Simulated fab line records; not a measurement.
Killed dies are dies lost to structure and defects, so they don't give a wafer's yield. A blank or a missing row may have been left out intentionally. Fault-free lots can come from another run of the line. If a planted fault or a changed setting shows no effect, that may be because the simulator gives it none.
fab line records	flow sky130
[record] lots = 6	wafers = 18	lastDay = 50
route steps=708 shown VT_ADJUST_PCH@151 SONOS_TUNNEL@154 PAD_OPEN@708
lots untouched by any fault: they come from a run of this same line in which no faults occurred
startH: hours from the record's opening day to when the first of the lot's shown wafers began	waitH: how many hours have passed since the lot's step before this one	" unchanged from the row above	L1.1+2: a single row standing in for several wafers	- no value, or no start was given	* or withheld: withheld	< > ~ a bound
route shown NAME@n: names a module that has steps shown in the file, with the first one's number in the route	usual: mean/standard deviation taken from wafers without a fault	same: alike in all rows	chamber/n: place in a boat	sites: per-site readings	_std_site: how widely they spread, as a standard deviation	_edge_site: the outer-site mean with the inner-site mean subtracted	radiusMm: how far each site lies from the wafer's centre	mask NAME#n: copy n	behind: the most recent tool/chamber to have shaped the wafer	hold: the reason the lot was held/the length of the hold in hours/how it ended	device: whichever transistor did not switch (one of n, p or np)	end of line: tests of these same wafers at the route's end	for a step that has no rows: nothing shown but its recipe	killed: dies lost to structure and defects at the first sort, not the wafer's yield	map: dies across one wafer; x = killed, . = not, _ = none there
set.NAME: the setting the step ran with; set.NAME@STEP: the setting that earlier step ran with	model.NAME: the simulator's own value behind a step, which no gauge read
certain route steps with their lots: each step a table, each wafer a row
services: when a tool's chamber went out of use (startH, in hours from the record's first day, below 0 if earlier), for how many hours, and the reason
[[steps]]
[step SKY_VT_ADJUST_PCH_IMPLANT_08]
[recipe] species = B	energyKev = 10	doseCm2 = 5e+11	tiltDeg = withheld
[step SKY_VT_ADJUST_PCH_STRIP_09]
[recipe] chemistry = O2/N2	powerW = 1400	pressureMtorr = 1500	platenTempC = withheld	o2FlowSccm = 3000	n2FlowSccm = 300	overashFraction = 0.5
[usual] chamberPressureMTorr = 1499.7/2.6	drypumpMotorCurrentA = 5.80/0.29	oesProductAu = 0.723/0.0047	stripTimeToEndpointS = 36.95/0.089
lot.wafer	tool	chamber	startH	waitH	chamberPressureMTorr	drypumpMotorCurrentA	oesProductAu	rfHoursCounterH	stripTimeToEndpointS
L391.1	plasmaAsher-01	0	244.32	0.1	1496.8	6.36	0.728	53	36.87
L391.3	"	0	"	"	1500.1	6.35	0.725	-	36.87
L391.6	"	0	"	"	1500.8	6.34	0.721	-	36.85
L392.1	plasmaAsher-02	0	255.58	0.1	1499.4	5.57	0.718	60	37.08
L392.4	"	1	"	"	1500.2	5.74	0.721	-	37.04
L392.6	"	1	"	"	1502.2	5.80	0.724	-	37.04
L399.2	plasmaAsher-04	1	307.77	0.1	1502.3	5.67	0.727	12	37.07
L399.4	"	0	"	"	1498.1	5.98	0.722	-	37.10
L399.6	"	0	"	"	1499.8	5.99	0.720	-	36.99
L405.2	plasmaAsher-01	0	351.12	0.1	1499.0	6.36	0.722	64	36.96
L405.3	"	1	"	"	1500.2	5.40	0.718	-	36.87
L405.6	"	1	"	"	1502.3	5.39	0.718	-	36.92
L406.1	plasmaAsher-02	0	354.94	0.1	1499.7	5.59	0.720	70	36.99
L406.3	"	1	"	"	1498.5	5.80	0.729	-	37.07
L406.5	"	0	"	"	1501.0	5.56	0.726	-	37.00
L407.3	plasmaAsher-04	1	363.57	0.1	1503.3	5.65	0.720	-	37.01
L407.5	"	0	"	"	1498.5	5.97	0.729	-	36.95
L407.6	"	1	"	"	1500.2	5.66	0.732	-	36.91
[step SKY_VT_ADJUST_PCH_TW_MEAS_10]
[usual] VT_ADJUST_PCH_TW = 142.9/2.1
lot.wafer	tool	chamber	startH	waitH	VT_ADJUST_PCH_TW
L391.1	filmMetro-04	-	244.42	0.1	144.6
L391.3	"	-	"	"	146.1
L391.6	"	-	"	"	145.1
L392.1	filmMetro-01	-	255.68	0.1	140.2
L392.4	"	-	"	"	140.3
L392.6	"	-	"	"	140.3
L399.2	filmMetro-04	-	307.88	0.1	143.5
L399.4	"	-	"	"	144.2
L399.6	"	-	"	"	144.0
L405.2	filmMetro-04	-	351.23	0.1	145.1
L405.3	"	-	"	"	144.4
L405.6	"	-	"	"	145.2
L406.1	filmMetro-04	-	355.04	0.1	143.3
L406.3	"	-	"	"	144.5
L406.5	"	-	"	"	143.7
L407.3	filmMetro-04	-	363.65	0.1	144.5
L407.5	"	-	"	"	144.6
L407.6	"	-	"	"	144.8
[step SKY_SONOS_TUNNEL_DEHYDRATE_00]
[recipe] tempC = 200	timeS = 60
[step SKY_SONOS_TUNNEL_HMDS_01]
[recipe] primeTimeS = 60	primeTempC = 120
[step SKY_SONOS_TUNNEL_COAT_02]
[recipe] resist = NOVOLAK	spinRpm = 3000	resistThkNm = 1140
[step SKY_SONOS_TUNNEL_SOFTBAKE_03]
[recipe] tempC = 90	timeS = 58.31	resist = NOVOLAK
[step SKY_SONOS_TUNNEL_EXPOSE_04]
[recipe] maskId = TUNM	na = 0.6	sourceShape = conventional	sigmaOuter = 0.6	polarization = unpolarized	targetCdNm = 410	doseMj = 136
[step SKY_SONOS_TUNNEL_PEB_05]
[recipe] tempC = withheld	timeS = *	resist = NOVOLAK
[step SKY_SONOS_TUNNEL_DEVELOP_06]
[recipe] resist = NOVOLAK	developer = TMAH	developTimeS = 60	devTempC = 23
[step SKY_SONOS_TUNNEL_CD_MEAS_07]
[recipe] targetCdNm = 410
[usual] cdNm = 410.1/2.3
lot.wafer	tool	chamber	startH	waitH	cdNm
L391.1	cdSem-02	-	267.50	0.1	409.4
L391.3	"	-	"	"	409.9
L391.6	"	-	"	"	411.0
L392.1	cdSem-01	-	279.65	0.1	410.6
L392.4	"	-	"	"	409.7
L392.6	"	-	"	"	413.6
L399.2	cdSem-01	-	334.47	0.1	412.1
L399.4	"	-	"	"	413.0
L399.6	"	-	"	"	410.7
L405.2	cdSem-01	-	378.92	0.1	407.3
L405.3	"	-	"	"	407.4
L405.6	"	-	"	"	407.4
L406.1	cdSem-01	-	381.78	0.1	406.6
L406.3	"	-	"	"	406.0
L406.5	"	-	"	"	405.0
L407.3	cdSem-01	-	392.07	0.1	414.8
L407.5	"	-	"	"	409.8
L407.6	"	-	"	"	409.9
[step SKY_SONOS_TUNNEL_OVL_MEAS_08]
[usual] SONOS_TUNNEL_OVL = 0.2/1.8
lot.wafer	tool	chamber	startH	waitH	SONOS_TUNNEL_OVL[nm]
L391.1	overlay-01	-	267.62	0.1	-0.2
L391.3	"	-	"	"	0.6
L391.6	"	-	"	"	-1.5
L392.1	overlay-02	-	279.77	0.1	-5.0
L392.4	"	-	"	"	-2.2
L392.6	"	-	"	"	-1.8
L399.2	overlay-01	-	334.58	0.1	2.6
L399.4	"	-	"	"	1.0
L399.6	"	-	"	"	0.4
L405.2	overlay-01	-	379.02	0.1	2.7
L405.3	"	-	"	"	2.4
L405.6	"	-	"	"	2.8
L406.1	overlay-01	-	381.90	0.1	-0.8
L406.3	"	-	"	"	0.6
L406.5	"	-	"	"	-0.1
L407.3	overlay-01	-	392.16	0.1	0.5
L407.5	"	-	"	"	2.6
L407.6	"	-	"	"	-0.3
[step SKY_SONOS_TUNNEL_IMPLANT_09]
[recipe] species = B	energyKev = 20.31	doseCm2 = 1e+12	tiltDeg = withheld
[usual] beamOnS = 10.01/0.19	faradayCurrentUA = 5.63/0.11
lot.wafer	tool	chamber	startH	waitH	beamOnS	faradayCurrentUA
L391.1	implanter-03	0	267.65	0.0	10.26	5.47
L391.3	"	0	"	"	9.57	5.87
L391.6	"	0	"	"	9.94	5.67
L392.1	implanter-01	0	279.80	0.0	9.86	5.73
L392.4	"	0	"	"	9.88	5.71
L392.6	"	0	"	"	10.20	5.49
L399.2	implanter-03	0	334.63	0.0	10.02	5.65
L399.4	"	0	"	"	9.78	5.74
L399.6	"	0	"	"	10.43	5.43
L405.2	implanter-03	0	379.11	0.1	8.28	6.80
L405.3	"	0	"	"	8.52	6.64
L405.6	"	0	"	"	8.38	6.75
L406.1	implanter-03	0	381.93	0.0	8.16	6.92
L406.3	"	0	"	"	8.27	6.81
L406.5	"	0	"	"	8.40	6.69
L407.3	implanter-01	0	392.23	0.1	9.82	5.73
L407.5	"	0	"	"	10.09	5.61
L407.6	"	0	"	"	9.91	5.69
[step SKY_SONOS_TUNNEL_WET_ETCH_10]
[recipe] chemistry = dHF	targetDepthNm = 14	target = SiO2	dilution = 100:1	tempC = 25	timeS = 280
[step SKY_SONOS_TUNNEL_STRIP_11]
[recipe] chemistry = SPM	timeS = 600	tempC = 130
[step SKY_SONOS_TUNNEL_TW_MEAS_12]
[usual] SONOS_TUNNEL_TW = 198/3.2
lot.wafer	tool	chamber	startH	waitH	SONOS_TUNNEL_TW
L391.1	filmMetro-03	-	268.15	0.0	200
L391.3	"	-	"	"	200
L391.6	"	-	"	"	200
L392.1	filmMetro-04	-	280.21	0.0	200
L392.4	"	-	"	"	201
L392.6	"	-	"	"	200
L399.2	filmMetro-02	-	335.03	0.0	193
L399.4	"	-	"	"	194
L399.6	"	-	"	"	195
L405.2	filmMetro-02	-	379.52	0.0	184
L405.3	"	-	"	"	185
L405.6	"	-	"	"	186
L406.1	filmMetro-04	-	382.38	0.0	191
L406.3	"	-	"	"	192
L406.5	"	-	"	"	192
L407.3	filmMetro-03	-	392.63	0.0	201
L407.5	"	-	"	"	200
L407.6	"	-	"	"	200
[step SKY_SONOS_TUNNEL_CLEAN_13]
[recipe] chemistry = dHF	timeS = 20	dilution = 100:1	dry = ipaMarangoni
[step SKY_PAD_OPEN_PROBE_99]
[usual] killed_at_M0_to_M3 = 43/7.5	killed_at_M4_up = 3.2/1.9	killedAtContacts = 24/4.9	killedAtFrontEnd = 15/4.3	killedAtOther = 0.4/0.72	killedDies = 86/9.1	killedOpen = 47/6.5	killedShort = 39/6.5
[same] grossDies = 492	killedAtBackSide = 0
lot.wafer	tool	chamber	startH	waitH	killed_at_M0_to_M3	killed_at_M4_up	killedAtContacts	killedAtFrontEnd	killedAtOther	killedDies	killedOpen	killedShort	model.etest.sonosUncharged.vtV
L391.1	prober-02	-	1100.95	0.1	43	5	17	12	0	77	45	32	-0.4912
L391.3	prober-02	-	1101.05	0.2	53	4	25	11	0	93	57	36	-0.4349
L391.6	prober-02	-	1101.20	0.2	46	3	28	12	0	89	45	44	-0.4126
L392.1	prober-01	-	1113.11	0.1	47	6	18	20	1	92	49	41	-0.4164
L392.4	prober-01	-	1113.26	0.2	48	2	25	17	3	95	48	47	-0.4356
L392.6	prober-01	-	1113.36	0.2	55	4	22	15	0	96	45	51	-0.4307
L399.2	prober-02	-	1151.04	0.1	58	3	25	20	0	106	49	57	-0.4108
L399.4	prober-02	-	1151.14	0.2	38	6	25	17	0	86	53	33	-0.4356
L399.6	prober-02	-	1151.24	0.2	56	1	24	15	0	96	51	45	-0.4227
L405.2	prober-02	-	1176.35	0.1	55	5	16	11	0	87	51	36	-0.4832
L405.3	prober-02	-	1176.40	0.2	33	5	27	20	0	85	49	36	-0.4691
L405.6	prober-02	-	1176.55	0.2	42	4	25	15	1	87	57	30	-0.443
L406.1	prober-01	-	1184.15	0.1	41	1	36	21	0	99	57	42	-0.4849
L406.3	prober-01	-	1184.25	0.2	40	6	36	15	0	97	51	45	-0.4472
L406.5	prober-01	-	1184.35	0.2	47	7	21	19	1	95	41	49	-0.4528
L407.3	prober-02	-	1188.42	0.2	50	3	20	12	1	86	54	32	-0.429
L407.5	prober-02	-	1188.52	0.2	40	2	28	15	0	85	42	43	-0.4471
L407.6	prober-02	-	1188.57	0.2	43	3	21	18	0	85	44	41	-0.419
// killed by level:class
L391.1 CONTACT:geometricParticle:open=10 VIA1:geometricParticle:open=9 VIA3:geometricParticle:open=8 FIELD_ISO:geometricParticle:open=6 METAL2:geometricParticle:short=5 VIA1:geometricParticle:short=5 LI_CONTACT:geometricParticle:open=4 METAL4:geometricParticle:short=4
L391.3 VIA1:geometricParticle:open=17 CONTACT:geometricParticle:open=15 METAL2:geometricParticle:short=10 FIELD_ISO:geometricParticle:short=5 LI_CONTACT:geometricParticle:open=5 POLY_GATE:geometricParticle:short=5 VIA2:geometricParticle:open=5 VIA3:geometricParticle:open=5
L391.6 METAL2:geometricParticle:short=9 CONTACT:geometricParticle:short=9 LI_CONTACT:geometricParticle:open=8 VIA1:geometricParticle:open=7 CONTACT:geometricParticle:open=7 VIA2:geometricParticle:open=6 VIA2:geometricParticle:short=5 VIA3:geometricParticle:open=5
L392.1 CONTACT:geometricParticle:open=10 VIA1:geometricParticle:open=8 VIA3:geometricParticle:open=7 FIELD_ISO:geometricParticle:open=6 VIA2:geometricParticle:open=6 VIA3:geometricParticle:short=5 METAL3:geometricParticle:short=5 FIELD_ISO:geometricParticle:short=4
L392.4 VIA1:geometricParticle:open=10 VIA2:geometricParticle:open=9 CONTACT:geometricParticle:open=8 METAL1:geometricParticle:short=8 FIELD_ISO:geometricParticle:short=6 LI_CONTACT:geometricParticle:open=6 FIELD_ISO:geometricParticle:open=5 VIA3:geometricParticle:open=5
L392.6 CONTACT:geometricParticle:open=11 VIA1:geometricParticle:open=9 FIELD_ISO:geometricParticle:short=8 VIA2:geometricParticle:open=8 VIA3:geometricParticle:open=8 METAL1:geometricParticle:short=7 METAL2:geometricParticle:short=6 VIA1:geometricParticle:short=6
L399.2 VIA1:geometricParticle:short=12 VIA1:geometricParticle:open=11 VIA3:geometricParticle:open=10 METAL2:geometricParticle:short=8 LOCAL_INTERCONNECT:geometricParticle:short=6 CONTACT:geometricParticle:short=6 CONTACT:geometricParticle:open=6 POLY_GATE:geometricParticle:open=5
L399.4 VIA1:geometricParticle:open=12 CONTACT:geometricParticle:open=10 LI_CONTACT:geometricParticle:open=7 VIA1:geometricParticle:short=6 FIELD_ISO:geometricParticle:open=5 VIA3:geometricParticle:open=5 LOCAL_INTERCONNECT:geometricParticle:short=4 POLY_GATE:geometricParticle:short=4
L399.6 CONTACT:geometricParticle:open=10 VIA2:geometricParticle:open=8 VIA1:geometricParticle:open=8 LI_CONTACT:geometricParticle:open=7 FIELD_ISO:geometricParticle:short=6 METAL1:geometricParticle:short=6 VIA1:geometricParticle:short=6 METAL2:geometricParticle:short=6
L405.2 VIA1:geometricParticle:open=14 METAL2:geometricParticle:short=9 VIA2:geometricParticle:open=7 CONTACT:geometricParticle:open=6 LI_CONTACT:geometricParticle:open=6 VIA1:geometricParticle:short=6 POLY_GATE:geometricParticle:short=4 VIA3:geometricParticle:open=4
L405.3 VIA1:geometricParticle:open=10 CONTACT:geometricParticle:open=10 LI_CONTACT:geometricParticle:open=7 FIELD_ISO:geometricParticle:open=6 FIELD_ISO:geometricParticle:short=6 METAL4:geometricParticle:short=5 POLY_GATE:geometricParticle:short=4 METAL3:geometricParticle:short=4
L405.6 VIA1:geometricParticle:open=12 LI_CONTACT:geometricParticle:open=9 VIA2:geometricParticle:open=9 CONTACT:geometricParticle:open=8 VIA3:geometricParticle:open=7 POLY_GATE:geometricParticle:open=5 METAL1:geometricParticle:short=4 LI_CONTACT:geometricParticle:short=4
L406.1 LI_CONTACT:geometricParticle:open=12 CONTACT:geometricParticle:open=11 FIELD_ISO:geometricParticle:open=9 METAL2:geometricParticle:short=8 VIA2:geometricParticle:open=8 LOCAL_INTERCONNECT:geometricParticle:short=6 VIA1:geometricParticle:open=6 CONTACT:geometricParticle:short=4
L406.3 CONTACT:geometricParticle:open=15 LI_CONTACT:geometricParticle:open=7 METAL2:geometricParticle:short=7 LOCAL_INTERCONNECT:geometricParticle:short=6 VIA1:geometricParticle:short=6 VIA2:geometricParticle:open=5 POLY_GATE:geometricParticle:open=4 METAL2:geometricParticle:open=4
L406.5 METAL1:geometricParticle:short=7 FIELD_ISO:geometricParticle:short=6 VIA2:geometricParticle:open=6 VIA3:geometricParticle:open=6 FIELD_ISO:geometricParticle:open=5 LOCAL_INTERCONNECT:geometricParticle:short=5 CONTACT:geometricParticle:short=5 VIA1:geometricParticle:open=5
L407.3 VIA1:geometricParticle:open=12 CONTACT:geometricParticle:open=9 VIA3:geometricParticle:open=7 VIA2:geometricParticle:open=7 POLY_GATE:geometricParticle:open=4 VIA1:geometricParticle:short=4 METAL2:geometricParticle:short=4 FIELD_ISO:geometricParticle:open=3
L407.5 LI_CONTACT:geometricParticle:open=8 LI_CONTACT:geometricParticle:short=7 METAL1:geometricParticle:short=7 CONTACT:geometricParticle:open=7 VIA1:geometricParticle:open=6 VIA2:geometricParticle:open=6 FIELD_ISO:geometricParticle:short=5 VIA3:geometricParticle:open=5
L407.6 VIA1:geometricParticle:open=10 CONTACT:geometricParticle:open=9 FIELD_ISO:geometricParticle:short=8 LI_CONTACT:geometricParticle:open=7 METAL2:geometricParticle:short=6 LOCAL_INTERCONNECT:geometricParticle:short=5 VIA2:geometricParticle:open=5 POLY_GATE:geometricParticle:short=4
[[services]]
tool	chamber	startH	hours	kind
implanter-01	-	228.67	4.7	pm
implanter-03	-	246.19	1.4	repair
implanter-01	-	248.25	5.8	pm
plasmaAsher-04	-	253.38	13.3	repair
implanter-03	-	280.53	3.7	pm
implanter-03	-	285.13	3.1	pm
implanter-03	-	290.16	4.0	repair
plasmaAsher-02	-	294.22	3.1	repair
plasmaAsher-04	-	321.02	0.4	repair
plasmaAsher-04	-	352.44	2.8	pm
implanter-01	-	364.66	1.8	repair
implanter-01	-	370.06	3.6	repair
implanter-03	-	388.99	0.6	repair
[[key]]
[firstSign] step = SKY_SONOS_TUNNEL_IMPLANT_09	reading = faradayCurrentUA	direction = up	sigmas = 11	usual = 5.63	struck = 6.77
[effect] step = SKY_SONOS_TUNNEL_IMPLANT_09	reading = beamOnS	direction = down	sigmas = 9	usual = 10.01	struck = 8.33
[effect] step = SKY_SONOS_TUNNEL_TW_MEAS_12	reading = SONOS_TUNNEL_TW	direction = down	sigmas = 3.2	usual = 198	struck = 188
[modelEffect] step = SKY_PAD_OPEN_PROBE_99	value = etest.sonosUncharged.vtV	without = -0.424	struck = -0.4634
metAt SKY_SONOS_TUNNEL_IMPLANT_09
struckWafers L405.2,L405.3,L405.6,L406.1,L406.3,L406.5
testerLeftOut L405,L406
onsetBetween 334.63 379.11
[fault] kind = processParameterDrift	tool = implanter-03	chamber = -	onsetH = 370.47	steps = SKY_SONOS_TUNNEL_IMPLANT_09	channel = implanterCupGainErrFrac	offset = 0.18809	shape = step	endH = 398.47
// testerLeftOut: of these lots the tester's yield and bins aren't shown, on N5 and GAA mostly nor the transistor test; their killed dies are dies lost to structure and defects alone, not to doping, threshold or leakage, so they don't give the yield
